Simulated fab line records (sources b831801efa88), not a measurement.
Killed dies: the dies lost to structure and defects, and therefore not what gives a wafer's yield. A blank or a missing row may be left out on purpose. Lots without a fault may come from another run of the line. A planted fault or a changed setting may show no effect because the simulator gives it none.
fab line records	flow sky130	part 1 of 2: steps 1 to 31 of 41
record lots=5	wafers=15	last_day=49
route steps=708 shown LDD_HVP@286 LDD_LDN@289 SPACER@304 POLY_CUT@307 SD_P@320
lots untouched by any fault: they come from a run of this same line in which no faults occurred
start_h: the number of hours between the record's first day and the start of the first shown wafer of the lot	wait_h: hours since the lot's step before	" identical to the entry in the row above	L1.1+2: a row that stands for several wafers	- either no value or no given start	* or withheld: withheld	< > ~ a bound
route shown NAME@n: names a module that has steps shown in the file, with the first one's number in the route	usual: mean/standard deviation taken from wafers without a fault	same: alike in all rows	chamber/n: place in a boat	sites: the reading at each site	_std_site: their standard deviation	_edge_site: the outer-site mean with the inner-site mean subtracted	radius_mm: for every site, how far away it sits from the centre of the wafer	mask NAME#n: copy n	behind: the most recent tool/chamber to have shaped the wafer	hold: why the lot went on hold/how many hours it stayed there/how the hold came to an end	device: the n, p or np transistor that did not switch	end of line: at the end of the route, the tests of the same wafers	a step with no rows: only its recipe	killed: dies lost to structure and defects at the first sort, not the wafer's yield	map: per-die view of a wafer (x killed, . not killed, _ where there is no die)
set.NAME: the setting that was run; set.NAME@STEP: the one run at that earlier step	model.NAME: the simulator's own value behind a step, which no gauge read
lots at some steps of the route; a table a step, a row a wafer
services: the hour from which a tool's chamber was out of use, counted from the record's first day as start_h (under 0 if before that day), plus the number of hours and why
## steps
# step SKY_LDD_HVP_IMPLANT_08
# recipe species=B	energy_kev=20	dose_cm2=1.7e+13	tilt_deg=17.9
lot.wafer	tool	chamber	start_h	wait_h
L075.3+5+6	implanter-02	0	503.01	0.1
L077.2+3+4	implanter-04	0	519.55	0.0
L084.2+4+5	implanter-04	0	592.15	0.0
L091.1+2+4	implanter-02	0	648.73	0.0
L094.2+3+5	implanter-01	0	663.03	0.0
# step SKY_LDD_HVP_STRIP_09
# recipe chemistry=O2/N2	power_w=1400	pressure_mtorr=1500	platen_temp_c=withheld	o2_flow_sccm=3000	n2_flow_sccm=300	overash_fraction=0.5
# usual drypump_motor_current_A=5.7/0.32	oes_product_au=0.409/0.0043	strip_time_to_endpoint_s=4.139/0.017
lot.wafer	tool	chamber	start_h	wait_h	drypump_motor_current_A	oes_product_au	rf_hours_counter_h	strip_time_to_endpoint_s
L075.3	plasma_asher-03	0	503.14	0.1	5.5	0.411	-	4.126
L075.5	"	0	"	"	5.5	0.414	-	4.141
L075.6	"	1	"	"	6.4	0.408	-	4.128
L077.2	plasma_asher-04	1	519.67	0.1	5.5	0.414	41	4.120
L077.3	"	1	"	"	5.5	0.411	-	4.127
L077.4	"	0	"	"	5.6	0.413	-	4.107
L084.2	plasma_asher-04	0	592.27	0.1	5.5	0.410	50	4.137
L084.4	"	1	"	"	5.5	0.410	-	4.161
L084.5	"	1	"	"	5.5	0.411	-	4.153
L091.1	plasma_asher-01	1	648.88	0.1	5.3	0.404	93	4.154
L091.2	"	0	"	"	5.9	0.406	93	4.153
L091.4	"	0	"	"	5.9	0.406	-	4.152
L094.2	plasma_asher-03	0	663.16	0.1	5.5	0.410	79	4.132
L094.3	"	0	"	"	5.5	0.404	-	4.117
L094.5	"	0	"	"	5.5	0.403	-	4.130
# step SKY_LDD_HVP_TW_MEAS_10
# usual LDD_HVP_TW=455.5/2.7
lot.wafer	tool	chamber	start_h	wait_h	LDD_HVP_TW
L075.3	film_metro-02	-	503.23	0.1	451.7
L075.5	"	-	"	"	453.9
L075.6	"	-	"	"	452.4
L077.2	film_metro-04	-	519.78	0.1	459.0
L077.3	"	-	"	"	457.0
L077.4	"	-	"	"	457.3
L084.2	film_metro-02	-	592.38	0.1	454.9
L084.4	"	-	"	"	455.5
L084.5	"	-	"	"	454.2
L091.1	film_metro-02	-	648.98	0.1	450.4
L091.2	"	-	"	"	450.3
L091.4	"	-	"	"	453.3
L094.2	film_metro-02	-	663.27	0.1	451.2
L094.3	"	-	"	"	451.7
L094.5	"	-	"	"	452.0
# step SKY_LDD_LDN_DEHYDRATE_00
# recipe temp_c=200	time_s=60
lot.wafer	tool	chamber	start_h	wait_h
L075.3+5+6	litho_track-02	0	518.34	15.1
L077.2+3+4	litho_track-03	0	534.22	14.4
L084.2+4+5	litho_track-03	0	606.36	14.0
L091.1+2+4	litho_track-01	0	662.97	14.0
L094.2+3+5	litho_track-01	0	676.40	13.1
# step SKY_LDD_LDN_HMDS_01
# recipe prime_time_s=60	prime_temp_c=120
lot.wafer	tool	chamber	start_h	wait_h
L075.3+5+6	litho_track-02	0	518.49	0.1
L077.2+3+4	litho_track-03	0	534.37	0.1
L084.2+4+5	litho_track-03	0	606.51	0.1
L091.1+2+4	litho_track-01	0	663.12	0.1
L094.2+3+5	litho_track-01	0	676.55	0.1
# step SKY_LDD_LDN_COAT_02
# recipe resist=NOVOLAK	spin_rpm=3000	resist_thk_nm=1140
# usual spin_speed_rpm=3000.0/2.3
lot.wafer	tool	chamber	start_h	wait_h	spin_speed_rpm
L075.3	litho_track-02	0	518.64	0.1	2996.3
L075.5	"	0	"	"	2998.3
L075.6	"	0	"	"	2995.8
L077.2	litho_track-03	0	534.52	0.1	3000.5
L077.3	"	0	"	"	2999.9
L077.4	"	0	"	"	3000.9
L084.2	litho_track-03	0	606.66	0.1	3005.4
L084.4	"	0	"	"	3003.5
L084.5	"	0	"	"	3003.0
L091.1	litho_track-01	0	663.27	0.1	3000.1
L091.2	"	0	"	"	3001.8
L091.4	"	0	"	"	2999.6
L094.2	litho_track-01	0	676.70	0.1	3005.1
L094.3	"	0	"	"	3001.3
L094.5	"	0	"	"	3000.9
# step SKY_LDD_LDN_SOFTBAKE_03
# recipe temp_c=90	time_s=60	resist=NOVOLAK
lot.wafer	tool	chamber	start_h	wait_h
L075.3+5+6	litho_track-02	0	518.79	0.1
L077.2+3+4	litho_track-03	0	534.67	0.1
L084.2+4+5	litho_track-03	0	606.81	0.1
L091.1+2+4	litho_track-01	0	663.42	0.1
L094.2+3+5	litho_track-01	0	676.85	0.1
# step SKY_LDD_LDN_EXPOSE_04
# recipe mask_id=LDNTM	na=0.6	source_shape=conventional	sigma_outer=0.6	polarization=unpolarized	target_cd_nm=700	dose_mj=140
# usual focus_offset_nm=0.0/0.55
lot.wafer	tool	chamber	start_h	wait_h	mask	focus_offset_nm
L075.3	iline_stepper-01	0	-	-	LDNTM#0	-0.2
L075.5	"	0	"	"	LDNTM#0	-0.2
L075.6	"	0	"	"	LDNTM#0	-0.3
L077.2	iline_stepper-01	0	-	-	LDNTM#0	0.3
L077.3	"	0	"	"	LDNTM#0	-0.1
L077.4	"	0	"	"	LDNTM#0	0.3
L084.2	iline_stepper-01	0	-	-	LDNTM#0	-0.2
L084.4	"	0	"	"	LDNTM#0	-0.5
L084.5	"	0	"	"	LDNTM#0	0.3
L091.1	iline_stepper-02	0	-	-	LDNTM#0	1.1
L091.2	"	0	"	"	LDNTM#0	0.1
L091.4	"	0	"	"	LDNTM#0	0.4
L094.2	iline_stepper-02	0	-	-	LDNTM#0	1.0
L094.3	"	0	"	"	LDNTM#0	0.1
L094.5	"	0	"	"	LDNTM#0	0.7
# step SKY_LDD_LDN_PEB_05
# recipe temp_c=withheld	time_s=*	resist=NOVOLAK
lot.wafer	tool	chamber	start_h	wait_h
L075.3+5+6	litho_track-01	0	-	-
L077.2+3+4	litho_track-01	0	-	-
L084.2+4+5	litho_track-03	0	-	-
L091.1+2+4	litho_track-02	0	-	-
L094.2+3+5	litho_track-02	0	-	-
# step SKY_LDD_LDN_DEVELOP_06
# recipe resist=NOVOLAK	developer=TMAH	develop_time_s=60	dev_temp_c=23
lot.wafer	tool	chamber	start_h	wait_h
L075.3+5+6	litho_track-01	0	533.62	0.1
L077.2+3+4	litho_track-01	0	549.55	0.1
L084.2+4+5	litho_track-03	0	620.66	0.1
L091.1+2+4	litho_track-02	0	677.39	0.1
L094.2+3+5	litho_track-02	0	690.56	0.1
# step SKY_LDD_LDN_OVL_MEAS_07
# usual LDD_LDN_OVL=-0.5/1.5
lot.wafer	tool	chamber	start_h	wait_h	LDD_LDN_OVL[nm]
L075.3	overlay-01	-	533.73	0.1	-1.4
L075.5	"	-	"	"	-3.7
L075.6	"	-	"	"	-2.7
L077.2	overlay-02	-	549.68	0.1	1.6
L077.3	"	-	"	"	1.9
L077.4	"	-	"	"	-1.3
L084.2	overlay-01	-	620.80	0.1	-1.4
L084.4	"	-	"	"	-3.1
L084.5	"	-	"	"	-2.0
L091.1	overlay-01	-	677.54	0.1	2.6
L091.2	"	-	"	"	0.9
L091.4	"	-	"	"	1.3
L094.2	overlay-01	-	690.69	0.1	-2.5
L094.3	"	-	"	"	-1.7
L094.5	"	-	"	"	-1.5
# step SKY_LDD_LDN_IMPLANT_08
# recipe species=As	energy_kev=15	dose_cm2=1.25e+13	tilt_deg=withheld	rotation_deg=23
lot.wafer	tool	chamber	start_h	wait_h
L075.3+5+6	implanter-03	0	533.81	0.1
L077.2+3+4	implanter-03	0	549.73	0.0
L084.2+4+5	implanter-02	0	620.85	0.0
L091.1+2+4	implanter-01	0	677.57	0.0
L094.2+3+5	implanter-01	0	690.75	0.0
# step SKY_LDD_LDN_IMPLANT_09
# recipe species=As	energy_kev=15	dose_cm2=1.25e+13	tilt_deg=withheld	rotation_deg=113
lot.wafer	tool	chamber	start_h	wait_h
L075.3+5+6	implanter-03	0	533.96	0.1
L077.2+3+4	implanter-03	0	549.88	0.1
L084.2+4+5	implanter-02	0	621.00	0.1
L091.1+2+4	implanter-01	0	677.72	0.1
L094.2+3+5	implanter-01	0	690.90	0.1
# step SKY_LDD_LDN_IMPLANT_10
# recipe species=As	energy_kev=15	dose_cm2=1.25e+13	tilt_deg=withheld	rotation_deg=203
lot.wafer	tool	chamber	start_h	wait_h
L075.3+5+6	implanter-03	0	534.11	0.1
L077.2+3+4	implanter-03	0	550.03	0.1
L084.2+4+5	implanter-02	0	621.15	0.1
L091.1+2+4	implanter-01	0	677.87	0.1
L094.2+3+5	implanter-01	0	691.05	0.1
# step SKY_LDD_LDN_IMPLANT_11
# recipe species=As	energy_kev=15	dose_cm2=1.25e+13	tilt_deg=withheld	rotation_deg=293
lot.wafer	tool	chamber	start_h	wait_h
L075.3+5+6	implanter-03	0	534.26	0.1
L077.2+3+4	implanter-03	0	550.18	0.1
L084.2+4+5	implanter-02	0	621.30	0.1
L091.1+2+4	implanter-01	0	678.02	0.1
L094.2+3+5	implanter-01	0	691.20	0.1
# step SKY_LDD_LDN_STRIP_12
# recipe chemistry=O2/N2	power_w=1400	pressure_mtorr=1500	platen_temp_c=withheld	o2_flow_sccm=3000	n2_flow_sccm=300	overash_fraction=0.5
# usual drypump_motor_current_A=5.4/0.31	oes_product_au=0.715/0.0044	strip_time_to_endpoint_s=14.17/0.042
lot.wafer	tool	chamber	start_h	wait_h	drypump_motor_current_A	oes_product_au	rf_hours_counter_h	strip_time_to_endpoint_s
L075.3	plasma_asher-02	0	534.39	0.1	5.1	0.709	-	14.19
L075.5	"	0	"	"	5.1	0.714	-	14.20
L075.6	"	1	"	"	5.0	0.713	-	14.19
L077.2	plasma_asher-01	1	550.31	0.1	5.3	0.721	83	14.23
L077.3	"	1	"	"	5.3	0.717	-	14.21
L077.4	"	0	"	"	5.9	0.711	-	14.21
L084.2	plasma_asher-01	1	621.43	0.1	5.4	0.716	91	14.17
L084.4	"	1	"	"	5.4	0.720	-	14.19
L084.5	"	1	"	"	5.3	0.718	-	14.17
L091.1	plasma_asher-02	0	678.17	0.1	5.1	0.717	24	14.17
L091.2	"	1	"	"	5.0	0.720	24	14.13
L091.4	"	0	"	"	5.1	0.717	-	14.13
L094.2	plasma_asher-01	1	691.32	0.1	5.3	0.712	98	14.14
L094.3	"	1	"	"	5.4	0.718	-	14.21
L094.5	"	0	"	"	5.9	0.711	-	14.23
# step SKY_LDD_LDN_TW_MEAS_13
# usual LDD_LDN_TW=1472/5.7
lot.wafer	tool	chamber	start_h	wait_h	LDD_LDN_TW
L075.3	film_metro-01	-	534.48	0.1	1473
L075.5	"	-	"	"	1482
L075.6	"	-	"	"	1466
L077.2	film_metro-01	-	550.42	0.1	1467
L077.3	"	-	"	"	1473
L077.4	"	-	"	"	1465
L084.2	film_metro-02	-	621.54	0.1	1467
L084.4	"	-	"	"	1465
L084.5	"	-	"	"	1463
L091.1	film_metro-04	-	678.27	0.1	1460
L091.2	"	-	"	"	1465
L091.4	"	-	"	"	1468
L094.2	film_metro-01	-	691.43	0.1	1476
L094.3	"	-	"	"	1483
L094.5	"	-	"	"	1476
# step SKY_LDD_LDN_CLEAN_14
# recipe chemistry=SC1/SC2	mix=1:4:20	temp_c=70	time_s=150	dry=n2_spin
# usual temp_c=69.99/0.13
lot.wafer	tool	chamber	start_h	wait_h	temp_c
L075.3	wet_bench-02	1	534.52	0.0	69.82
L075.5	"	1	"	"	69.86
L075.6	"	1	"	"	70.03
L077.2	wet_bench-02	3	550.47	0.0	70.07
L077.3	"	3	"	"	70.07
L077.4	"	3	"	"	69.87
L084.2	wet_bench-01	3	621.59	0.0	69.74
L084.4	"	3	"	"	69.89
L084.5	"	3	"	"	69.93
L091.1	wet_bench-03	3	678.33	0.1	70.22
L091.2	"	3	"	"	70.22
L091.4	"	3	"	"	70.06
L094.2	wet_bench-03	1	691.48	0.0	69.60
L094.3	"	1	"	"	69.68
L094.5	"	1	"	"	69.97
# step SKY_SPACER_CVD_00
# recipe material=Si3N4	precursor=DCS/NH3	target_thk_nm=43.1	temp_c=770	time_s=740	pressure_mtorr=250
# usual spike_tc_top_C=786.0/1.7	susceptor_temp_C=770.0/0.34
lot.wafer	tool	chamber	start_h	wait_h	spike_tc_top_C	susceptor_temp_C
L075.3	lpcvd-02	1	535.14	0.6	788.0	769.7
L075.5	"	1	"	"	787.5	769.9
L075.6	"	1	"	"	788.8	770.0
L077.2	lpcvd-02	0	550.52	0.0	785.0	770.6
L077.3	"	0	"	"	784.8	769.7
L077.4	"	0	"	"	785.5	770.0
L084.2	lpcvd-02	1	621.64	0.0	785.7	769.4
L084.4	"	1	"	"	787.5	769.6
L084.5	"	1	"	"	785.8	770.4
L091.1	lpcvd-02	1	678.38	0.0	787.9	769.9
L091.2	"	1	"	"	786.2	770.2
L091.4	"	1	"	"	785.8	770.0
L094.2	lpcvd-02	0	691.95	0.4	785.2	770.2
L094.3	"	0	"	"	786.3	770.8
L094.5	"	0	"	"	784.4	769.9
# step SKY_SPACER_THK_MEAS_01
# recipe reads=Si3N4_of_SPACER_CVD_00
# usual SPACER_CVD_00_THK=43.2/0.44
lot.wafer	tool	chamber	start_h	wait_h	SPACER_CVD_00_THK[nm]
L075.3	film_metro-01	-	536.37	0.0	43.2
L075.5	"	-	"	"	43.3
L075.6	"	-	"	"	43.0
L077.2	film_metro-03	-	551.74	0.0	43.5
L077.3	"	-	"	"	43.1
L077.4	"	-	"	"	43.4
L084.2	film_metro-03	-	622.86	0.0	43.1
L084.4	"	-	"	"	42.8
L084.5	"	-	"	"	43.3
L091.1	film_metro-02	-	679.59	0.0	43.4
L091.2	"	-	"	"	43.2
L091.4	"	-	"	"	43.4
L094.2	film_metro-01	-	693.17	0.0	43.7
L094.3	"	-	"	"	43.4
L094.5	"	-	"	"	43.9
# step SKY_SPACER_ETCHBACK_02
# recipe chemistry=CH3F/O2	target=Si3N4	stop_on=SiO2	source_w=400	bias_w=80	pressure_mtorr=25	ch3f_flow_sccm=40	O2_flow_sccm=30	time_s=46.7	target_depth_a=450
# usual ch3f_flow_sccm=39.98/0.12	drypump_motor_current_A=5.9/0.39	oes_product_au=0.856/0.0068	throttle_valve_pct=10.563/0.0097
lot.wafer	tool	chamber	start_h	wait_h	ch3f_flow_sccm	drypump_motor_current_A	oes_product_au	rf_hours_counter_h	throttle_valve_pct
L075.3	rie_diel-01	0	536.41	0.0	39.74	6.4	0.859	83	10.561
L075.5	"	2	"	"	39.92	6.2	0.859	-	10.562
L075.6	"	1	"	"	40.04	5.6	0.850	-	10.550
L077.2	rie_diel-02	3	551.79	0.0	39.94	6.2	0.858	9	10.554
L077.3	"	0	"	"	39.82	5.6	0.863	7	10.566
L077.4	"	1	"	"	39.99	6.2	0.860	10	10.556
L084.2	rie_diel-03	0	622.91	0.0	40.01	6.2	0.848	15	10.575
L084.4	"	2	"	"	39.98	5.4	0.853	3	10.547
L084.5	"	2	"	"	39.88	5.4	0.858	-	10.560
L091.1	rie_diel-02	3	679.65	0.1	39.89	6.2	0.857	11	10.551
L091.2	"	1	"	"	40.02	6.2	0.858	12	10.565
L091.4	"	2	"	"	40.17	5.6	0.856	9	10.554
L094.2	rie_diel-03	0	693.22	0.0	39.99	6.2	0.862	16	10.558
L094.3	"	2	"	"	39.98	5.4	0.857	4	10.573
L094.5	"	0	"	"	39.93	6.2	0.866	-	10.580
# step SKY_POLY_CUT_DEHYDRATE_00
# recipe temp_c=200	time_s=60
lot.wafer	tool	chamber	start_h	wait_h
L075.3+5+6	litho_track-02	0	551.04	14.6
L077.2+3+4	litho_track-02	0	565.41	13.6
L084.2+4+5	litho_track-04	0	637.27	14.3
L091.1+2+4	litho_track-03	0	692.84	13.2
L094.2+3+5	litho_track-03	0	706.21	13.0
# step SKY_POLY_CUT_HMDS_01
# recipe prime_time_s=60	prime_temp_c=120
lot.wafer	tool	chamber	start_h	wait_h
L075.3+5+6	litho_track-02	0	551.19	0.1
L077.2+3+4	litho_track-02	0	565.56	0.1
L084.2+4+5	litho_track-04	0	637.42	0.1
L091.1+2+4	litho_track-03	0	692.99	0.1
L094.2+3+5	litho_track-03	0	706.36	0.1
# step SKY_POLY_CUT_COAT_02
# recipe resist=BARC	temp_c=withheld	time_s=withheld	spin_rpm=3000	resist_thk_nm=60
# usual spin_speed_rpm=2999.7/2.4
lot.wafer	tool	chamber	start_h	wait_h	spin_speed_rpm
L075.3	litho_track-02	0	551.34	0.1	2999.1
L075.5	"	0	"	"	3003.3
L075.6	"	0	"	"	3000.0
L077.2	litho_track-02	0	565.71	0.1	2999.8
L077.3	"	0	"	"	2997.7
L077.4	"	0	"	"	2999.9
L084.2	litho_track-04	0	637.57	0.1	3002.8
L084.4	"	0	"	"	2996.5
L084.5	"	0	"	"	2998.1
L091.1	litho_track-03	0	693.14	0.1	2998.0
L091.2	"	0	"	"	3004.5
L091.4	"	0	"	"	3005.3
L094.2	litho_track-03	0	706.51	0.1	2995.4
L094.3	"	0	"	"	2995.9
L094.5	"	0	"	"	2999.9
# step SKY_POLY_CUT_COAT_03
# recipe resist=KrF-thick	spin_rpm=3000	resist_thk_nm=450
# usual spin_speed_rpm=2999.7/2.4
lot.wafer	tool	chamber	start_h	wait_h	spin_speed_rpm
L075.3	litho_track-02	0	-	-	2999.8
L075.5	"	0	"	"	3002.7
L075.6	"	0	"	"	3000.4
L077.2	litho_track-02	0	-	-	3004.1
L077.3	"	0	"	"	3000.6
L077.4	"	0	"	"	3000.7
L084.2	litho_track-04	0	-	-	2998.8
L084.4	"	0	"	"	2998.4
L084.5	"	0	"	"	3003.7
L091.1	litho_track-03	0	-	-	3002.0
L091.2	"	0	"	"	3004.7
L091.4	"	0	"	"	3001.9
L094.2	litho_track-03	0	-	-	2998.3
L094.3	"	0	"	"	3000.5
L094.5	"	0	"	"	2998.2
# step SKY_POLY_CUT_SOFTBAKE_04
# recipe temp_c=100	time_s=90	resist=KrF-thick
lot.wafer	tool	chamber	start_h	wait_h
L075.3+5+6	litho_track-02	0	-	-
L077.2+3+4	litho_track-02	0	-	-
L084.2+4+5	litho_track-04	0	-	-
L091.1+2+4	litho_track-03	0	-	-
L094.2+3+5	litho_track-03	0	-	-
# step SKY_POLY_CUT_EXPOSE_05
# recipe mask_id=NPCM	na=0.8	source_shape=annular	sigma_inner=0.55	sigma_outer=0.85	target_cd_nm=270	dose_mj=32
# usual focus_offset_nm=0.1/0.49
lot.wafer	tool	chamber	start_h	wait_h	mask	focus_offset_nm
L075.3	krf_scanner-02	0	-	-	NPCM#0	0.4
L075.5	"	0	"	"	NPCM#0	0.9
L075.6	"	0	"	"	NPCM#0	0.5
L077.2	krf_scanner-01	0	-	-	NPCM#0	-0.5
L077.3	"	0	"	"	NPCM#0	0.7
L077.4	"	0	"	"	NPCM#0	0.5
L084.2	krf_scanner-01	0	-	-	NPCM#0	0.1
L084.4	"	0	"	"	NPCM#0	0.4
L084.5	"	0	"	"	NPCM#0	0.6
L091.1	krf_scanner-02	0	-	-	NPCM#0	0.2
L091.2	"	0	"	"	NPCM#0	-0.1
L091.4	"	0	"	"	NPCM#0	0.7
L094.2	krf_scanner-02	0	-	-	NPCM#0	0.0
L094.3	"	0	"	"	NPCM#0	0.2
L094.5	"	0	"	"	NPCM#0	-0.4
# step SKY_POLY_CUT_PEB_06
# recipe peb_temp_c=withheld	peb_time_s=withheld	resist=KrF-thick
lot.wafer	tool	chamber	start_h	wait_h
L075.3+5+6	litho_track-04	0	-	-
L077.2+3+4	litho_track-04	0	-	-
L084.2+4+5	litho_track-03	0	-	-
L091.1+2+4	litho_track-02	0	-	-
L094.2+3+5	litho_track-03	0	-	-
# step SKY_POLY_CUT_DEVELOP_07
# recipe develop_time_s=60	resist=KrF-thick	dev_temp_c=21
lot.wafer	tool	chamber	start_h	wait_h
L075.3+5+6	litho_track-04	0	-	-
L077.2+3+4	litho_track-04	0	-	-
L084.2+4+5	litho_track-03	0	-	-
L091.1+2+4	litho_track-02	0	-	-
L094.2+3+5	litho_track-03	0	-	-
# step SKY_POLY_CUT_CD_MEAS_08
# recipe target_cd_nm=270
# usual cd_nm=270.3/1.4
lot.wafer	tool	chamber	start_h	wait_h	cd_nm
L075.3	cd_sem-02	-	566.38	-	268.0
L075.5	"	-	"	"	267.3
L075.6	"	-	"	"	266.0
L077.2	cd_sem-01	-	581.01	-	270.9
L077.3	"	-	"	"	272.4
L077.4	"	-	"	"	270.5
L084.2	cd_sem-01	-	651.96	-	272.1
L084.4	"	-	"	"	270.8
L084.5	"	-	"	"	272.9
L091.1	cd_sem-01	-	707.24	-	270.0
L091.2	"	-	"	"	269.4
L091.4	"	-	"	"	270.0
L094.2	cd_sem-01	-	720.56	-	270.3
L094.3	"	-	"	"	271.5
L094.5	"	-	"	"	270.3
# step SKY_POLY_CUT_OVL_MEAS_09
# usual POLY_CUT_OVL=1/5.8
lot.wafer	tool	chamber	start_h	wait_h	POLY_CUT_OVL[nm]
L075.3	overlay-02	-	566.47	0.1	11
L075.5	"	-	"	"	7
L075.6	"	-	"	"	4
L077.2	overlay-01	-	581.12	0.1	5
L077.3	"	-	"	"	-1
L077.4	"	-	"	"	0
L084.2	overlay-02	-	652.07	0.1	2
L084.4	"	-	"	"	3
L084.5	"	-	"	"	6
L091.1	overlay-02	-	707.36	0.1	-12
L091.2	"	-	"	"	3
L091.4	"	-	"	"	-5
L094.2	overlay-02	-	720.67	0.1	9
L094.3	"	-	"	"	4
L094.5	"	-	"	"	8
